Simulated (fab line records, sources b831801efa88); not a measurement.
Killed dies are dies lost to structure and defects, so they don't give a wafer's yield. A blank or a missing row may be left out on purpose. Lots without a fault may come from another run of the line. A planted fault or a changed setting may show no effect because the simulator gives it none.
Which tool did it? | flow sky130 | 11 lots, 33 wafers sampled, at 6 steps of a route of 708

WHAT THE GAUGES READ, wafer by wafer
SKY_SONOS_ONO_CD_MEAS_13: target cd 410 nm. Usual: cd_nm 409.3 nm, standard deviation 2.2.
lot  | measured     | on        | cd_nm (nm)        | flag
L846 | day 13 01:23 | cd_sem-02 | 405.6 407.1 408.7 |
L847 | day 13 11:44 | cd_sem-02 | 407.7 406.5 407.0 |
L849 | day 13 17:30 | cd_sem-02 | 410.5 410.0 412.3 |
L850 | day 14 02:48 | cd_sem-02 | 408.1 404.9 406.4 |
L853 | day 15 09:56 | cd_sem-01 | 407.9 408.4 410.1 |
L854 | day 15 16:05 | cd_sem-02 | 404.6 404.9 407.0 |
L855 | day 16 00:47 | cd_sem-02 | 410.9 410.8 410.3 |
L863 | day 18 13:23 | cd_sem-02 | 408.5 410.5 409.8 |
L866 | day 19 16:02 | cd_sem-02 | 409.5 408.1 408.2 |
L867 | day 19 22:17 | cd_sem-02 | 412.7 411.7 412.8 |
L868 | day 20 05:54 | cd_sem-01 | 408.9 409.5 409.4 |

SKY_RES_XHIGH_TW_MEAS_09. Usual: RES_XHIGH_TW 1631, standard deviation 11.
lot  | measured     | on            | RES_XHIGH_TW   | flag
L846 | day 27 00:56 | film_metro-02 | 1630 1625 1633 |
L847 | day 27 15:52 | film_metro-02 | 1609 1628 1621 |
L849 | day 27 18:13 | film_metro-02 | 1618 1616 1622 |
L850 | day 28 06:01 | film_metro-04 | 1646 1640 1648 |
L853 | day 29 16:50 | film_metro-02 | 1617 1616 1608 |
L854 | day 29 23:26 | film_metro-02 | 1612 1624 1614 |
L855 | day 30 02:23 | film_metro-02 | 1629 1619 1621 |
L863 | day 32 12:49 | film_metro-03 | 1345 1347 1353 | OFF
L866 | day 33 11:32 | film_metro-04 | 1322 1324 1321 | OFF
L867 | day 34 09:05 | film_metro-03 | 1631 1634 1632 |
L868 | day 34 09:11 | film_metro-02 | 1620 1631 1628 |

SKY_SD_N_RS_MEAS_18: measures by four-point-probe. Usual: RES_XHIGH_RS 333.5 ohm/sq, standard deviation 1.4.
lot  | measured     | on            | RES_XHIGH_RS (ohm/sq) | flag
L846 | day 28 06:52 | film_metro-02 | 333.4 334.0 333.8     |
L847 | day 28 21:15 | film_metro-04 | 335.2 334.6 334.6     |
L849 | day 28 23:50 | film_metro-02 | 334.8 335.5 334.3     |
L850 | day 29 11:05 | film_metro-02 | 332.4 336.1 333.7     |
L853 | day 30 22:04 | film_metro-03 | 330.7 329.5 331.4     |
L854 | day 31 02:47 | film_metro-02 | 334.2 332.8 333.1     |
L855 | day 31 05:44 | film_metro-02 | 332.6 333.0 333.7     |
L863 | day 33 17:03 | film_metro-02 | 565.5 565.6 564.9     | OFF
L866 | day 34 14:37 | film_metro-03 | 569.9 572.9 571.5     | OFF
L867 | day 35 12:40 | film_metro-02 | 333.7 332.3 332.0     |
L868 | day 35 12:54 | film_metro-03 | 334.5 334.6 333.7     |

SKY_LI_CONTACT_THK_MEAS_23: measures by xrf. Usual: LI_CONTACT_W_THK 408 nm, standard deviation 8.4.
lot  | measured     | on            | LI_CONTACT_W_THK (nm) | flag
L846 | day 29 12:16 | film_metro-03 | 404 408 401           |
L847 | day 30 03:02 | film_metro-02 | 397 412 401           |
L849 | day 30 05:47 | film_metro-02 | 412 413 398           |
L850 | day 30 16:08 | film_metro-04 | 403 411 404           |
L853 | day 32 03:25 | film_metro-02 | 406 407 412           |
L854 | day 32 08:30 | film_metro-03 | 398 391 392           |
L855 | day 32 11:43 | film_metro-03 | 404 393 401           |
L863 | day 34 21:59 | film_metro-03 | 404 413 401           |
L866 | day 35 18:25 | film_metro-03 | 410 401 412           |
L867 | day 36 16:37 | film_metro-03 | 421 413 408           |
L868 | day 36 17:19 | film_metro-02 | 411 423 412           |

WHICH TOOL RAN EACH LOT (tool, then ch and the chambers of the sampled wafers, then the start)
lot  | SKY_POLY_GATE_ETCH_15              | SKY_RES_XHIGH_IMPLANT_07
L846 | rie_diel-03 ch 0,1,2, day 16 19:56 | implanter-03 ch 0, day 27 00:41
L847 | rie_diel-01 ch 1,3, day 17 08:26   | implanter-02 ch 0, day 27 15:38
L849 | rie_diel-01 ch 0,2,3, day 17 11:47 | implanter-02 ch 0, day 27 18:00
L850 | rie_diel-01 ch 0,1,2, day 17 21:05 | implanter-03 ch 0, day 28 05:48
L853 | rie_diel-01 ch 0,1,2, day 19 12:08 | implanter-02 ch 0, day 29 16:35
L854 | rie_diel-03 ch 1,2,3, day 19 19:20 | implanter-03 ch 0, day 29 23:11
L855 | rie_diel-01 ch 0,1,2, day 20 01:39 | implanter-03 ch 0, day 30 02:08
L863 | rie_diel-01 ch 0,1,2, day 22 17:44 | implanter-03 ch 0, day 32 12:35
L866 | rie_diel-04 ch 0,2,3, day 23 17:57 | implanter-03 ch 0, day 33 11:17
L867 | rie_diel-04 ch 1,2,3, day 24 00:38 | implanter-02 ch 0, day 34 08:50
L868 | rie_diel-03 ch 0,1,2, day 24 07:44 | implanter-01 ch 0, day 34 08:57
- SKY_POLY_GATE_ETCH_15: etches BARC in N2/H2, stops on SiO2, time 118.5 s, target depth 110 nm.
- SKY_RES_XHIGH_IMPLANT_07

WHAT THE TOOLS THEMSELVES READ (means of the sampled wafers that have a number; where no wafer has one, the mark that the record gives instead)
SKY_POLY_GATE_ETCH_15. Usual: bias_w 100.0 W, standard deviation 0.31; drypump_motor_current_A 5.6 A, standard deviation 0.4; oes_product_au 0.717 a.u., standard deviation 0.0047; throttle_valve_pct 13.211 %, standard deviation 0.0093.
lot  | tool        | bias_w (W) | drypump_motor_current_A (A) | oes_product_au (a.u.) | throttle_valve_pct (%) | flag
L846 | rie_diel-03 | 99.9       | 5.8                         | 0.721                 | 13.213                 |
L847 | rie_diel-01 | 99.7       | 6.1                         | 0.721                 | 13.207                 |
L849 | rie_diel-01 | 100.1      | 5.7                         | 0.715                 | 13.214                 |
L850 | rie_diel-01 | 99.9       | 5.7                         | 0.715                 | 13.204                 |
L853 | rie_diel-01 | 100.0      | 5.7                         | 0.718                 | 13.206                 |
L854 | rie_diel-03 | 100.0      | 6.1                         | 0.715                 | 13.214                 |
L855 | rie_diel-01 | 100.2      | 5.7                         | 0.717                 | 13.220                 |
L863 | rie_diel-01 | 100.4      | 5.7                         | 0.722                 | 13.208                 |
L866 | rie_diel-04 | 100.1      | 5.3                         | 0.714                 | 13.218                 |
L867 | rie_diel-04 | 100.3      | 5.2                         | 0.716                 | 13.206                 |
L868 | rie_diel-03 | 99.6       | 5.7                         | 0.718                 | 13.217                 |

SKY_RES_XHIGH_IMPLANT_07. Usual: beam_on_s 41.9 s, standard deviation 2; dose_ions_cm2 3.6e+14, standard deviation 3.8e+11.
lot  | tool         | beam_on_s (s) | dose_ions_cm2 | flag
L846 | implanter-03 | 43.4          | 3.6e+14       |
L847 | implanter-02 | 41.4          | 3.6e+14       |
L849 | implanter-02 | 41.7          | 3.6e+14       |
L850 | implanter-03 | 43.9          | 3.6e+14       |
L853 | implanter-02 | 41.7          | 3.6e+14       |
L854 | implanter-03 | 43.3          | 3.6e+14       |
L855 | implanter-03 | 43.3          | 3.6e+14       |
L863 | implanter-03 | 23.0          | 1.9e+14       | OFF
L866 | implanter-03 | 23.1          | 1.9e+14       | OFF
L867 | implanter-02 | 41.4          | 3.6e+14       |
L868 | implanter-01 | 40.2          | 3.6e+14       |

THE ANSWER, worked out from the rows above alone
Rule: a lot is off if the mean of its wafers that have a number lies more than 3 standard deviations from the usual mean. A lot without any number at a reading at which 4 lots or more have one is off too. The other lots that the step has rows for count as sound. The gauges are gone through in route order, then the tools' own readings, and for those a lot's mean is taken as printed above. The first step at which some lot is off is used, and at that step the reading that is off furthest; a lot without a number counts as furthest.
Off: L863, L866, at SKY_RES_XHIGH_TW_MEAS_09 (RES_XHIGH_TW).
A tool fits if, at a process step before that reading, it ran every lot that is off, and no sound lot after the first of them. The gauges at SKY_RES_XHIGH_TW_MEAS_09 aren't tried: what is off there is off at SKY_RES_XHIGH_IMPLANT_07 too, on other tools, and a gauge's error can't cause that. One fits: implanter-03 at SKY_RES_XHIGH_IMPLANT_07. Its last sound lot is L855 (day 30 02:08), its first lot that is off L863 (day 32 12:35): a fault that began between those two fits.
The tool's own readings at SKY_RES_XHIGH_IMPLANT_07 bear it out: on the lots that are off they differ by more than 5 times the standard deviation of the sound lots' means. beam_on_s reads 23.1 s there against 42.3 s on the sound lots; dose_ions_cm2 reads 1.9e+14 there against 3.6e+14 on the sound lots.

WHAT THE SIMULATOR HAD PUT IN
Process parameter drift: implanter-03, from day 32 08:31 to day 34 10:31, at SKY_RES_XHIGH_IMPLANT_07. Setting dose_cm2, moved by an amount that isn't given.
Lots struck among those shown: L863, L866. The rule above found the same.
